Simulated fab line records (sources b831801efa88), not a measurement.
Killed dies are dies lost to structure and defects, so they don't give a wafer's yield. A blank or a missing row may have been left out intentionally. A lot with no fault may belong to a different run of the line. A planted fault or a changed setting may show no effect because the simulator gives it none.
fab line records || flow gf180mcu || part 2 of 2: steps 25 to 35 of 35
record: {"lots": 5, "wafers": 15, "last-day": 34}
route steps=602 shown V5@560 TOP_METAL@567 PASSIVATION@587
lots with no fault: from the same line, run without faults
start-h: start of the lot's first displayed wafer, in hours after the record's first day || wait-h: how many hours have passed since the lot's step before this one || " the same as in the row above || L1.1+2: one row covering several wafers at once || - no value present, or no start provided || * or withheld: withheld || < > ~ a bound
route shown NAME@n: NAME is a module with steps in the file, n the number in the route of the first one || usual: mean/standard deviation taken from wafers without a fault || same: alike in all rows || chamber/n: place in a boat || sites: readings site by site || _std_site: the standard deviation of these || _edge_site: outer sites' mean less inner sites' || radius-mm: how far each site lies from the wafer's centre || mask NAME#n: copy n || behind: the last tool/chamber to shape the wafer || hold: reason for holding the lot/hours on hold/outcome of the hold || device: which transistor (n, p or np) failed to switch || end of line: the same wafers' tests at the end of the route || a step without rows: its recipe alone || killed: not the wafer's yield, but the dies lost to structure and defects at the first sort || map: a wafer's dies, marking killed ones x, the rest . and places with no die _
set.NAME: the setting the step ran with; set.NAME@STEP: the setting that earlier step ran with || model.NAME: the simulator's own value behind a step, which no gauge read
lots seen at some steps along the route; tables by step, rows by wafer
services: the hour from which a tool's chamber was out of use, counted from the record's first day as start-h (under 0 if before that day), plus the number of hours and why
== steps ==
step: GF_TOP_METAL_STRIP_17
recipe: {"chemistry": "O2/N2", "power-w": 1400, "pressure-mtorr": 1500, "platen-temp-c": 250, "o2-flow-sccm": 3000, "n2-flow-sccm": 300, "overash-fraction": 0.5}
usual: {"drypump-motor-current-A": "5.7/0.4", "heater-power-w": "322/33", "oes-product-au": "0.710/0.0043", "strip-time-to-endpoint-s": "13.51/0.086"}
{"lot.wafer": "L081.2", "tool": "plasma-asher-03", "chamber": 0, "start-h": 710.46, "wait-h": 0.2, "drypump-motor-current-A": 6.0, "heater-power-w": 304, "oes-product-au": 0.720, "rf-hours-counter-h": 30, "strip-time-to-endpoint-s": 13.42}
{"lot.wafer": "L081.4", "tool": "plasma-asher-03", "chamber": 1, "start-h": 710.46, "wait-h": 0.2, "drypump-motor-current-A": 5.4, "heater-power-w": 371, "oes-product-au": 0.710, "rf-hours-counter-h": "-", "strip-time-to-endpoint-s": 13.44}
{"lot.wafer": "L081.6", "tool": "plasma-asher-03", "chamber": 1, "start-h": 710.46, "wait-h": 0.2, "drypump-motor-current-A": 5.4, "heater-power-w": 372, "oes-product-au": 0.704, "rf-hours-counter-h": "-", "strip-time-to-endpoint-s": 13.48}
{"lot.wafer": "L082.3", "tool": "plasma-asher-03", "chamber": 0, "start-h": 725.89, "wait-h": 0.1, "drypump-motor-current-A": 6.1, "heater-power-w": 307, "oes-product-au": 0.713, "rf-hours-counter-h": "-", "strip-time-to-endpoint-s": 13.54}
{"lot.wafer": "L082.4", "tool": "plasma-asher-03", "chamber": 1, "start-h": 725.89, "wait-h": 0.1, "drypump-motor-current-A": 5.3, "heater-power-w": 378, "oes-product-au": 0.714, "rf-hours-counter-h": "-", "strip-time-to-endpoint-s": 13.53}
{"lot.wafer": "L082.5", "tool": "plasma-asher-03", "chamber": 1, "start-h": 725.89, "wait-h": 0.1, "drypump-motor-current-A": 5.4, "heater-power-w": 374, "oes-product-au": 0.707, "rf-hours-counter-h": "-", "strip-time-to-endpoint-s": 13.54}
{"lot.wafer": "L087.1", "tool": "plasma-asher-01", "chamber": 1, "start-h": 759.16, "wait-h": 0.1, "drypump-motor-current-A": 5.2, "heater-power-w": 333, "oes-product-au": 0.708, "rf-hours-counter-h": 2, "strip-time-to-endpoint-s": 13.45}
{"lot.wafer": "L087.3", "tool": "plasma-asher-01", "chamber": 0, "start-h": 759.16, "wait-h": 0.1, "drypump-motor-current-A": 6.2, "heater-power-w": 291, "oes-product-au": 0.716, "rf-hours-counter-h": "-", "strip-time-to-endpoint-s": 13.43}
{"lot.wafer": "L087.4", "tool": "plasma-asher-01", "chamber": 1, "start-h": 759.16, "wait-h": 0.1, "drypump-motor-current-A": 5.2, "heater-power-w": 326, "oes-product-au": 0.713, "rf-hours-counter-h": "-", "strip-time-to-endpoint-s": 13.51}
{"lot.wafer": "L089.1", "tool": "plasma-asher-01", "chamber": 1, "start-h": 764.11, "wait-h": 0.1, "drypump-motor-current-A": 5.2, "heater-power-w": 332, "oes-product-au": 0.718, "rf-hours-counter-h": 2, "strip-time-to-endpoint-s": 13.53}
{"lot.wafer": "L089.3", "tool": "plasma-asher-01", "chamber": 0, "start-h": 764.11, "wait-h": 0.1, "drypump-motor-current-A": 6.1, "heater-power-w": 292, "oes-product-au": 0.715, "rf-hours-counter-h": "-", "strip-time-to-endpoint-s": 13.49}
{"lot.wafer": "L089.5", "tool": "plasma-asher-01", "chamber": 0, "start-h": 764.11, "wait-h": 0.1, "drypump-motor-current-A": 6.1, "heater-power-w": 295, "oes-product-au": 0.710, "rf-hours-counter-h": "-", "strip-time-to-endpoint-s": 13.61}
{"lot.wafer": "L097.2", "tool": "plasma-asher-03", "chamber": 0, "start-h": 805.43, "wait-h": 0.1, "drypump-motor-current-A": 6.0, "heater-power-w": 302, "oes-product-au": 0.710, "rf-hours-counter-h": 40, "strip-time-to-endpoint-s": 13.50}
{"lot.wafer": "L097.3", "tool": "plasma-asher-03", "chamber": 1, "start-h": 805.43, "wait-h": 0.1, "drypump-motor-current-A": 5.4, "heater-power-w": 375, "oes-product-au": 0.706, "rf-hours-counter-h": "-", "strip-time-to-endpoint-s": 13.50}
{"lot.wafer": "L097.6", "tool": "plasma-asher-03", "chamber": 1, "start-h": 805.43, "wait-h": 0.1, "drypump-motor-current-A": 5.4, "heater-power-w": 373, "oes-product-au": 0.706, "rf-hours-counter-h": "-", "strip-time-to-endpoint-s": 13.49}
step: GF_TOP_METAL_STRIP_18
recipe: {"chemistry": "post-etch-residue-remover", "time-s": 1200, "temp-c": 72.5}
{"lot.wafer": "L081.2+4+6", "tool": "wet-bench-02", "chamber": 0, "start-h": 710.56, "wait-h": 0.1}
{"lot.wafer": "L082.3+4+5", "tool": "wet-bench-02", "chamber": 1, "start-h": 725.96, "wait-h": 0.0}
{"lot.wafer": "L087.1+3+4", "tool": "wet-bench-04", "chamber": 3, "start-h": 759.26, "wait-h": 0.1}
{"lot.wafer": "L089.1+3+5", "tool": "wet-bench-04", "chamber": 1, "start-h": 764.21, "wait-h": 0.1}
{"lot.wafer": "L097.2+3+6", "tool": "wet-bench-03", "chamber": 3, "start-h": 805.53, "wait-h": 0.1}
step: GF_TOP_METAL_CLEAN_19
recipe: {"chemistry": "DIW", "dry": "n2-spin"}
{"lot.wafer": "L081.2+4+6", "tool": "wet-bench-03", "chamber": 3, "start-h": 710.90, "wait-h": 0.0}
{"lot.wafer": "L082.3+4+5", "tool": "wet-bench-02", "chamber": 2, "start-h": 726.30, "wait-h": 0.0}
{"lot.wafer": "L087.1+3+4", "tool": "wet-bench-03", "chamber": 3, "start-h": 759.63, "wait-h": 0.0}
{"lot.wafer": "L089.1+3+5", "tool": "wet-bench-03", "chamber": 2, "start-h": 764.55, "wait-h": 0.0}
{"lot.wafer": "L097.2+3+6", "tool": "wet-bench-04", "chamber": 3, "start-h": 805.87, "wait-h": 0.0}
step: GF_PASSIVATION_CVD_00
recipe: {"material": "SiO2", "target-thk-nm": 1000, "precursor": "TEOS", "temp-c": 400, "time-s": 111.95, "rf-w": 600}
usual: {"heater-power-w": "674/99"}
{"lot.wafer": "L081.2", "tool": "pecvd-01", "chamber": 0, "start-h": 710.99, "wait-h": 0.0, "heater-power-w": 886}
{"lot.wafer": "L081.4", "tool": "pecvd-01", "chamber": 0, "start-h": 710.99, "wait-h": 0.0, "heater-power-w": 721}
{"lot.wafer": "L081.6", "tool": "pecvd-01", "chamber": 1, "start-h": 710.99, "wait-h": 0.0, "heater-power-w": 511}
{"lot.wafer": "L082.3", "tool": "pecvd-01", "chamber": 0, "start-h": 726.39, "wait-h": 0.0, "heater-power-w": 882}
{"lot.wafer": "L082.4", "tool": "pecvd-01", "chamber": 0, "start-h": 726.39, "wait-h": 0.0, "heater-power-w": 729}
{"lot.wafer": "L082.5", "tool": "pecvd-01", "chamber": 1, "start-h": 726.39, "wait-h": 0.0, "heater-power-w": 560}
{"lot.wafer": "L087.1", "tool": "pecvd-01", "chamber": 2, "start-h": 759.72, "wait-h": 0.0, "heater-power-w": 721}
{"lot.wafer": "L087.3", "tool": "pecvd-01", "chamber": 1, "start-h": 759.72, "wait-h": 0.0, "heater-power-w": 542}
{"lot.wafer": "L087.4", "tool": "pecvd-01", "chamber": 0, "start-h": 759.72, "wait-h": 0.0, "heater-power-w": 729}
{"lot.wafer": "L089.1", "tool": "pecvd-01", "chamber": 0, "start-h": 764.64, "wait-h": 0.0, "heater-power-w": 880}
{"lot.wafer": "L089.3", "tool": "pecvd-01", "chamber": 2, "start-h": 764.64, "wait-h": 0.0, "heater-power-w": 709}
{"lot.wafer": "L089.5", "tool": "pecvd-01", "chamber": 2, "start-h": 764.64, "wait-h": 0.0, "heater-power-w": 746}
{"lot.wafer": "L097.2", "tool": "pecvd-01", "chamber": 0, "start-h": 805.96, "wait-h": 0.0, "heater-power-w": 839}
{"lot.wafer": "L097.3", "tool": "pecvd-01", "chamber": 2, "start-h": 805.96, "wait-h": 0.0, "heater-power-w": 731}
{"lot.wafer": "L097.6", "tool": "pecvd-01", "chamber": 0, "start-h": 805.96, "wait-h": 0.0, "heater-power-w": 879}
step: GF_PASSIVATION_THK_MEAS_01
recipe: {"reads": "SiO2_of_PASSIVATION_CVD_00"}
usual: {"PASSIVATION_CVD_00_THK": "999/13"}
{"lot.wafer": "L081.2", "tool": "film-metro-03", "chamber": "-", "start-h": 711.08, "wait-h": 0.0, "PASSIVATION_CVD_00_THK[nm]": 1009}
{"lot.wafer": "L081.4", "tool": "film-metro-03", "chamber": "-", "start-h": 711.08, "wait-h": 0.0, "PASSIVATION_CVD_00_THK[nm]": 1030}
{"lot.wafer": "L081.6", "tool": "film-metro-03", "chamber": "-", "start-h": 711.08, "wait-h": 0.0, "PASSIVATION_CVD_00_THK[nm]": 1016}
{"lot.wafer": "L082.3", "tool": "film-metro-03", "chamber": "-", "start-h": 726.49, "wait-h": 0.1, "PASSIVATION_CVD_00_THK[nm]": 993}
{"lot.wafer": "L082.4", "tool": "film-metro-03", "chamber": "-", "start-h": 726.49, "wait-h": 0.1, "PASSIVATION_CVD_00_THK[nm]": 1006}
{"lot.wafer": "L082.5", "tool": "film-metro-03", "chamber": "-", "start-h": 726.49, "wait-h": 0.1, "PASSIVATION_CVD_00_THK[nm]": 1010}
{"lot.wafer": "L087.1", "tool": "film-metro-01", "chamber": "-", "start-h": 759.80, "wait-h": 0.0, "PASSIVATION_CVD_00_THK[nm]": 991}
{"lot.wafer": "L087.3", "tool": "film-metro-01", "chamber": "-", "start-h": 759.80, "wait-h": 0.0, "PASSIVATION_CVD_00_THK[nm]": 995}
{"lot.wafer": "L087.4", "tool": "film-metro-01", "chamber": "-", "start-h": 759.80, "wait-h": 0.0, "PASSIVATION_CVD_00_THK[nm]": 1005}
{"lot.wafer": "L089.1", "tool": "film-metro-02", "chamber": "-", "start-h": 764.72, "wait-h": 0.0, "PASSIVATION_CVD_00_THK[nm]": 985}
{"lot.wafer": "L089.3", "tool": "film-metro-02", "chamber": "-", "start-h": 764.72, "wait-h": 0.0, "PASSIVATION_CVD_00_THK[nm]": 998}
{"lot.wafer": "L089.5", "tool": "film-metro-02", "chamber": "-", "start-h": 764.72, "wait-h": 0.0, "PASSIVATION_CVD_00_THK[nm]": 999}
{"lot.wafer": "L097.2", "tool": "film-metro-03", "chamber": "-", "start-h": 806.05, "wait-h": 0.0, "PASSIVATION_CVD_00_THK[nm]": 982}
{"lot.wafer": "L097.3", "tool": "film-metro-03", "chamber": "-", "start-h": 806.05, "wait-h": 0.0, "PASSIVATION_CVD_00_THK[nm]": 980}
{"lot.wafer": "L097.6", "tool": "film-metro-03", "chamber": "-", "start-h": 806.05, "wait-h": 0.0, "PASSIVATION_CVD_00_THK[nm]": 991}
step: GF_PASSIVATION_CVD_02
recipe: {"material": "Si3N4", "target-thk-nm": 700, "time-s": 486.18, "temp-c": 400, "rf-w": 450}
usual: {"heater-power-w": "737/110"}
{"lot.wafer": "L081.2", "tool": "pecvd-03", "chamber": 2, "start-h": 711.13, "wait-h": 0.0, "heater-power-w": 713}
{"lot.wafer": "L081.4", "tool": "pecvd-03", "chamber": 2, "start-h": 711.13, "wait-h": 0.0, "heater-power-w": 781}
{"lot.wafer": "L081.6", "tool": "pecvd-03", "chamber": 1, "start-h": 711.13, "wait-h": 0.0, "heater-power-w": 826}
{"lot.wafer": "L082.3", "tool": "pecvd-03", "chamber": 2, "start-h": 726.53, "wait-h": 0.0, "heater-power-w": 799}
{"lot.wafer": "L082.4", "tool": "pecvd-03", "chamber": 0, "start-h": 726.53, "wait-h": 0.0, "heater-power-w": 754}
{"lot.wafer": "L082.5", "tool": "pecvd-03", "chamber": 2, "start-h": 726.53, "wait-h": 0.0, "heater-power-w": 628}
{"lot.wafer": "L087.1", "tool": "pecvd-03", "chamber": 1, "start-h": 759.86, "wait-h": 0.1, "heater-power-w": 782}
{"lot.wafer": "L087.3", "tool": "pecvd-03", "chamber": 2, "start-h": 759.86, "wait-h": 0.1, "heater-power-w": 675}
{"lot.wafer": "L087.4", "tool": "pecvd-03", "chamber": 1, "start-h": 759.86, "wait-h": 0.1, "heater-power-w": 823}
{"lot.wafer": "L089.1", "tool": "pecvd-04", "chamber": 2, "start-h": 764.78, "wait-h": 0.1, "heater-power-w": 627}
{"lot.wafer": "L089.3", "tool": "pecvd-04", "chamber": 1, "start-h": 764.78, "wait-h": 0.1, "heater-power-w": 745}
{"lot.wafer": "L089.5", "tool": "pecvd-04", "chamber": 2, "start-h": 764.78, "wait-h": 0.1, "heater-power-w": 660}
{"lot.wafer": "L097.2", "tool": "pecvd-03", "chamber": 2, "start-h": 806.10, "wait-h": 0.0, "heater-power-w": 706}
{"lot.wafer": "L097.3", "tool": "pecvd-03", "chamber": 1, "start-h": 806.10, "wait-h": 0.0, "heater-power-w": 823}
{"lot.wafer": "L097.6", "tool": "pecvd-03", "chamber": 2, "start-h": 806.10, "wait-h": 0.0, "heater-power-w": 750}
step: GF_PASSIVATION_THK_MEAS_03
recipe: {"reads": "Si3N4_of_PASSIVATION_CVD_02"}
usual: {"PASSIVATION_CVD_02_THK": "704/8.6"}
{"lot.wafer": "L081.2", "tool": "film-metro-03", "chamber": "-", "start-h": 711.42, "wait-h": 0.2, "PASSIVATION_CVD_02_THK[nm]": 701}
{"lot.wafer": "L081.4", "tool": "film-metro-03", "chamber": "-", "start-h": 711.42, "wait-h": 0.2, "PASSIVATION_CVD_02_THK[nm]": 712}
{"lot.wafer": "L081.6", "tool": "film-metro-03", "chamber": "-", "start-h": 711.42, "wait-h": 0.2, "PASSIVATION_CVD_02_THK[nm]": 715}
{"lot.wafer": "L082.3", "tool": "film-metro-01", "chamber": "-", "start-h": 726.84, "wait-h": 0.2, "PASSIVATION_CVD_02_THK[nm]": 696}
{"lot.wafer": "L082.4", "tool": "film-metro-01", "chamber": "-", "start-h": 726.84, "wait-h": 0.2, "PASSIVATION_CVD_02_THK[nm]": 708}
{"lot.wafer": "L082.5", "tool": "film-metro-01", "chamber": "-", "start-h": 726.84, "wait-h": 0.2, "PASSIVATION_CVD_02_THK[nm]": 710}
{"lot.wafer": "L087.1", "tool": "film-metro-01", "chamber": "-", "start-h": 760.15, "wait-h": 0.1, "PASSIVATION_CVD_02_THK[nm]": 704}
{"lot.wafer": "L087.3", "tool": "film-metro-01", "chamber": "-", "start-h": 760.15, "wait-h": 0.1, "PASSIVATION_CVD_02_THK[nm]": 699}
{"lot.wafer": "L087.4", "tool": "film-metro-01", "chamber": "-", "start-h": 760.15, "wait-h": 0.1, "PASSIVATION_CVD_02_THK[nm]": 712}
{"lot.wafer": "L089.1", "tool": "film-metro-03", "chamber": "-", "start-h": 765.07, "wait-h": 0.1, "PASSIVATION_CVD_02_THK[nm]": 701}
{"lot.wafer": "L089.3", "tool": "film-metro-03", "chamber": "-", "start-h": 765.07, "wait-h": 0.1, "PASSIVATION_CVD_02_THK[nm]": 695}
{"lot.wafer": "L089.5", "tool": "film-metro-03", "chamber": "-", "start-h": 765.07, "wait-h": 0.1, "PASSIVATION_CVD_02_THK[nm]": 708}
{"lot.wafer": "L097.2", "tool": "film-metro-01", "chamber": "-", "start-h": 806.40, "wait-h": 0.2, "PASSIVATION_CVD_02_THK[nm]": 716}
{"lot.wafer": "L097.3", "tool": "film-metro-01", "chamber": "-", "start-h": 806.40, "wait-h": 0.2, "PASSIVATION_CVD_02_THK[nm]": 708}
{"lot.wafer": "L097.6", "tool": "film-metro-01", "chamber": "-", "start-h": 806.40, "wait-h": 0.2, "PASSIVATION_CVD_02_THK[nm]": 714}
step: GF_PASSIVATION_DEHYDRATE_04
recipe: {"temp-c": 200, "time-s": 60}
usual: {"chill-plate-temp-C": "22.98/0.11"}
{"lot.wafer": "L081.2", "tool": "litho-track-01", "chamber": 0, "start-h": 718.68, "wait-h": 7.2, "chill-plate-temp-C": 22.94}
{"lot.wafer": "L081.4", "tool": "litho-track-01", "chamber": 0, "start-h": 718.68, "wait-h": 7.2, "chill-plate-temp-C": 23.09}
{"lot.wafer": "L081.6", "tool": "litho-track-01", "chamber": 0, "start-h": 718.68, "wait-h": 7.2, "chill-plate-temp-C": 23.01}
{"lot.wafer": "L082.3", "tool": "litho-track-01", "chamber": 0, "start-h": 733.96, "wait-h": 7.1, "chill-plate-temp-C": 23.08}
{"lot.wafer": "L082.4", "tool": "litho-track-01", "chamber": 0, "start-h": 733.96, "wait-h": 7.1, "chill-plate-temp-C": 23.03}
{"lot.wafer": "L082.5", "tool": "litho-track-01", "chamber": 0, "start-h": 733.96, "wait-h": 7.1, "chill-plate-temp-C": 23.03}
{"lot.wafer": "L087.1", "tool": "litho-track-04", "chamber": 0, "start-h": 768.39, "wait-h": 8.2, "chill-plate-temp-C": 22.79}
{"lot.wafer": "L087.3", "tool": "litho-track-04", "chamber": 0, "start-h": 768.39, "wait-h": 8.2, "chill-plate-temp-C": 22.87}
{"lot.wafer": "L087.4", "tool": "litho-track-04", "chamber": 0, "start-h": 768.39, "wait-h": 8.2, "chill-plate-temp-C": 22.77}
{"lot.wafer": "L089.1", "tool": "litho-track-01", "chamber": 0, "start-h": 772.36, "wait-h": 7.3, "chill-plate-temp-C": 22.89}
{"lot.wafer": "L089.3", "tool": "litho-track-01", "chamber": 0, "start-h": 772.36, "wait-h": 7.3, "chill-plate-temp-C": 22.99}
{"lot.wafer": "L089.5", "tool": "litho-track-01", "chamber": 0, "start-h": 772.36, "wait-h": 7.3, "chill-plate-temp-C": 22.95}
{"lot.wafer": "L097.2", "tool": "litho-track-01", "chamber": 0, "start-h": 812.93, "wait-h": 6.5, "chill-plate-temp-C": 22.89}
{"lot.wafer": "L097.3", "tool": "litho-track-01", "chamber": 0, "start-h": 812.93, "wait-h": 6.5, "chill-plate-temp-C": 22.85}
{"lot.wafer": "L097.6", "tool": "litho-track-01", "chamber": 0, "start-h": 812.93, "wait-h": 6.5, "chill-plate-temp-C": 22.79}
step: GF_PASSIVATION_HMDS_05
recipe: {"prime-time-s": 60, "prime-temp-c": 120}
usual: {"chill-plate-temp-C": "22.98/0.1"}
{"lot.wafer": "L081.2", "tool": "litho-track-01", "chamber": 0, "start-h": 718.83, "wait-h": 0.1, "chill-plate-temp-C": 22.97}
{"lot.wafer": "L081.4", "tool": "litho-track-01", "chamber": 0, "start-h": 718.83, "wait-h": 0.1, "chill-plate-temp-C": 22.95}
{"lot.wafer": "L081.6", "tool": "litho-track-01", "chamber": 0, "start-h": 718.83, "wait-h": 0.1, "chill-plate-temp-C": 22.96}
{"lot.wafer": "L082.3", "tool": "litho-track-01", "chamber": 0, "start-h": 734.11, "wait-h": 0.1, "chill-plate-temp-C": 22.99}
{"lot.wafer": "L082.4", "tool": "litho-track-01", "chamber": 0, "start-h": 734.11, "wait-h": 0.1, "chill-plate-temp-C": 22.94}
{"lot.wafer": "L082.5", "tool": "litho-track-01", "chamber": 0, "start-h": 734.11, "wait-h": 0.1, "chill-plate-temp-C": 22.96}
{"lot.wafer": "L087.1", "tool": "litho-track-04", "chamber": 0, "start-h": 768.54, "wait-h": 0.1, "chill-plate-temp-C": 23.14}
{"lot.wafer": "L087.3", "tool": "litho-track-04", "chamber": 0, "start-h": 768.54, "wait-h": 0.1, "chill-plate-temp-C": 23.04}
{"lot.wafer": "L087.4", "tool": "litho-track-04", "chamber": 0, "start-h": 768.54, "wait-h": 0.1, "chill-plate-temp-C": 23.01}
{"lot.wafer": "L089.1", "tool": "litho-track-01", "chamber": 0, "start-h": 772.51, "wait-h": 0.1, "chill-plate-temp-C": 22.86}
{"lot.wafer": "L089.3", "tool": "litho-track-01", "chamber": 0, "start-h": 772.51, "wait-h": 0.1, "chill-plate-temp-C": 22.97}
{"lot.wafer": "L089.5", "tool": "litho-track-01", "chamber": 0, "start-h": 772.51, "wait-h": 0.1, "chill-plate-temp-C": 22.84}
{"lot.wafer": "L097.2", "tool": "litho-track-01", "chamber": 0, "start-h": 813.08, "wait-h": 0.1, "chill-plate-temp-C": 23.06}
{"lot.wafer": "L097.3", "tool": "litho-track-01", "chamber": 0, "start-h": 813.08, "wait-h": 0.1, "chill-plate-temp-C": 22.94}
{"lot.wafer": "L097.6", "tool": "litho-track-01", "chamber": 0, "start-h": 813.08, "wait-h": 0.1, "chill-plate-temp-C": 22.95}
step: GF_PASSIVATION_COAT_06
recipe: {"spin-rpm": 2000, "resist-thk-nm": 4000}
usual: {"chill-plate-temp-C": "23.04/0.1"}
same: {"dispense-pressure-kPa": 48}
{"lot.wafer": "L081.2", "tool": "litho-track-01", "chamber": 0, "start-h": 718.98, "wait-h": 0.1, "chill-plate-temp-C": 23.22}
{"lot.wafer": "L081.4", "tool": "litho-track-01", "chamber": 0, "start-h": 718.98, "wait-h": 0.1, "chill-plate-temp-C": 23.14}
{"lot.wafer": "L081.6", "tool": "litho-track-01", "chamber": 0, "start-h": 718.98, "wait-h": 0.1, "chill-plate-temp-C": 22.91}
{"lot.wafer": "L082.3", "tool": "litho-track-01", "chamber": 0, "start-h": 734.26, "wait-h": 0.1, "chill-plate-temp-C": 22.89}
{"lot.wafer": "L082.4", "tool": "litho-track-01", "chamber": 0, "start-h": 734.26, "wait-h": 0.1, "chill-plate-temp-C": 22.80}
{"lot.wafer": "L082.5", "tool": "litho-track-01", "chamber": 0, "start-h": 734.26, "wait-h": 0.1, "chill-plate-temp-C": 22.95}
{"lot.wafer": "L087.1", "tool": "litho-track-04", "chamber": 0, "start-h": 768.69, "wait-h": 0.1, "chill-plate-temp-C": 23.13}
{"lot.wafer": "L087.3", "tool": "litho-track-04", "chamber": 0, "start-h": 768.69, "wait-h": 0.1, "chill-plate-temp-C": 22.96}
{"lot.wafer": "L087.4", "tool": "litho-track-04", "chamber": 0, "start-h": 768.69, "wait-h": 0.1, "chill-plate-temp-C": 23.13}
{"lot.wafer": "L089.1", "tool": "litho-track-01", "chamber": 0, "start-h": 772.66, "wait-h": 0.1, "chill-plate-temp-C": 23.05}
{"lot.wafer": "L089.3", "tool": "litho-track-01", "chamber": 0, "start-h": 772.66, "wait-h": 0.1, "chill-plate-temp-C": 23.00}
{"lot.wafer": "L089.5", "tool": "litho-track-01", "chamber": 0, "start-h": 772.66, "wait-h": 0.1, "chill-plate-temp-C": 23.05}
{"lot.wafer": "L097.2", "tool": "litho-track-01", "chamber": 0, "start-h": 813.23, "wait-h": 0.1, "chill-plate-temp-C": 23.01}
{"lot.wafer": "L097.3", "tool": "litho-track-01", "chamber": 0, "start-h": 813.23, "wait-h": 0.1, "chill-plate-temp-C": 22.85}
{"lot.wafer": "L097.6", "tool": "litho-track-01", "chamber": 0, "start-h": 813.23, "wait-h": 0.1, "chill-plate-temp-C": 22.99}
step: GF_PASSIVATION_SOFTBAKE_07
recipe: {"temp-c": 110, "time-s": "withheld"}
usual: {"chill-plate-temp-C": "22.99/0.12"}
{"lot.wafer": "L081.2", "tool": "litho-track-01", "chamber": 0, "start-h": 719.14, "wait-h": 0.1, "chill-plate-temp-C": 22.90}
{"lot.wafer": "L081.4", "tool": "litho-track-01", "chamber": 0, "start-h": 719.14, "wait-h": 0.1, "chill-plate-temp-C": 22.84}
{"lot.wafer": "L081.6", "tool": "litho-track-01", "chamber": 0, "start-h": 719.14, "wait-h": 0.1, "chill-plate-temp-C": 22.84}
{"lot.wafer": "L082.3", "tool": "litho-track-01", "chamber": 0, "start-h": 734.42, "wait-h": 0.1, "chill-plate-temp-C": 23.14}
{"lot.wafer": "L082.4", "tool": "litho-track-01", "chamber": 0, "start-h": 734.42, "wait-h": 0.1, "chill-plate-temp-C": 23.10}
{"lot.wafer": "L082.5", "tool": "litho-track-01", "chamber": 0, "start-h": 734.42, "wait-h": 0.1, "chill-plate-temp-C": 22.95}
{"lot.wafer": "L087.1", "tool": "litho-track-04", "chamber": 0, "start-h": 768.84, "wait-h": 0.1, "chill-plate-temp-C": 22.91}
{"lot.wafer": "L087.3", "tool": "litho-track-04", "chamber": 0, "start-h": 768.84, "wait-h": 0.1, "chill-plate-temp-C": 23.08}
{"lot.wafer": "L087.4", "tool": "litho-track-04", "chamber": 0, "start-h": 768.84, "wait-h": 0.1, "chill-plate-temp-C": 22.95}
{"lot.wafer": "L089.1", "tool": "litho-track-01", "chamber": 0, "start-h": 772.81, "wait-h": 0.1, "chill-plate-temp-C": 23.17}
{"lot.wafer": "L089.3", "tool": "litho-track-01", "chamber": 0, "start-h": 772.81, "wait-h": 0.1, "chill-plate-temp-C": 23.04}
{"lot.wafer": "L089.5", "tool": "litho-track-01", "chamber": 0, "start-h": 772.81, "wait-h": 0.1, "chill-plate-temp-C": 23.02}
{"lot.wafer": "L097.2", "tool": "litho-track-01", "chamber": 0, "start-h": 813.39, "wait-h": 0.1, "chill-plate-temp-C": 23.04}
{"lot.wafer": "L097.3", "tool": "litho-track-01", "chamber": 0, "start-h": 813.39, "wait-h": 0.1, "chill-plate-temp-C": 22.95}
{"lot.wafer": "L097.6", "tool": "litho-track-01", "chamber": 0, "start-h": 813.39, "wait-h": 0.1, "chill-plate-temp-C": 23.06}
== services ==
{"tool": "cmp-01", "chamber": "-", "start-h": 673.59, "hours": 3.1, "kind": "repair"}
{"tool": "pvd-sputter-01", "chamber": "-", "start-h": 676.78, "hours": 0.7, "kind": "repair"}
{"tool": "cmp-02", "chamber": "-", "start-h": 678.44, "hours": 1.3, "kind": "repair"}
{"tool": "wet-bench-03", "chamber": "-", "start-h": 685.26, "hours": 1.0, "kind": "repair"}
{"tool": "cmp-02", "chamber": "-", "start-h": 686.00, "hours": 21.7, "kind": "repair"}
{"tool": "pvd-sputter-04", "chamber": "-", "start-h": 689.17, "hours": 1.6, "kind": "repair"}
{"tool": "pvd-sputter-02", "chamber": "-", "start-h": 690.16, "hours": 10.4, "kind": "repair"}
{"tool": "iline-stepper-02", "chamber": "-", "start-h": 696.99, "hours": 1.7, "kind": "pm"}
{"tool": "pvd-sputter-03", "chamber": "-", "start-h": 702.58, "hours": 3.2, "kind": "repair"}
{"tool": "cmp-01", "chamber": "-", "start-h": 703.41, "hours": 7.3, "kind": "repair"}
{"tool": "cvd-w-02", "chamber": 0, "start-h": 713.75, "hours": 2.4, "kind": "repair"}
{"tool": "plasma-asher-01", "chamber": "-", "start-h": 718.98, "hours": 0.6, "kind": "repair"}
{"tool": "cmp-02", "chamber": "-", "start-h": 724.27, "hours": 2.3, "kind": "repair"}
{"tool": "pecvd-03", "chamber": "-", "start-h": 728.41, "hours": 0.8, "kind": "repair"}
{"tool": "plasma-asher-01", "chamber": "-", "start-h": 733.75, "hours": 9.0, "kind": "pm"}
{"tool": "plasma-asher-03", "chamber": "-", "start-h": 741.29, "hours": 2.8, "kind": "pm"}
{"tool": "cmp-02", "chamber": "-", "start-h": 744.53, "hours": 4.0, "kind": "pm"}
{"tool": "cmp-01", "chamber": "-", "start-h": 749.75, "hours": 6.4, "kind": "pm"}
{"tool": "pvd-sputter-03", "chamber": "-", "start-h": 763.59, "hours": 1.3, "kind": "repair"}
{"tool": "cvd-w-02", "chamber": 0, "start-h": 771.90, "hours": 3.6, "kind": "repair"}
{"tool": "pecvd-01", "chamber": "-", "start-h": 773.58, "hours": 0.6, "kind": "repair"}
{"tool": "pvd-sputter-04", "chamber": "-", "start-h": 777.32, "hours": 11.3, "kind": "repair"}
{"tool": "cvd-w-02", "chamber": "-", "start-h": 789.74, "hours": 0.5, "kind": "repair"}
{"tool": "cmp-02", "chamber": "-", "start-h": 793.46, "hours": 5.4, "kind": "pm"}
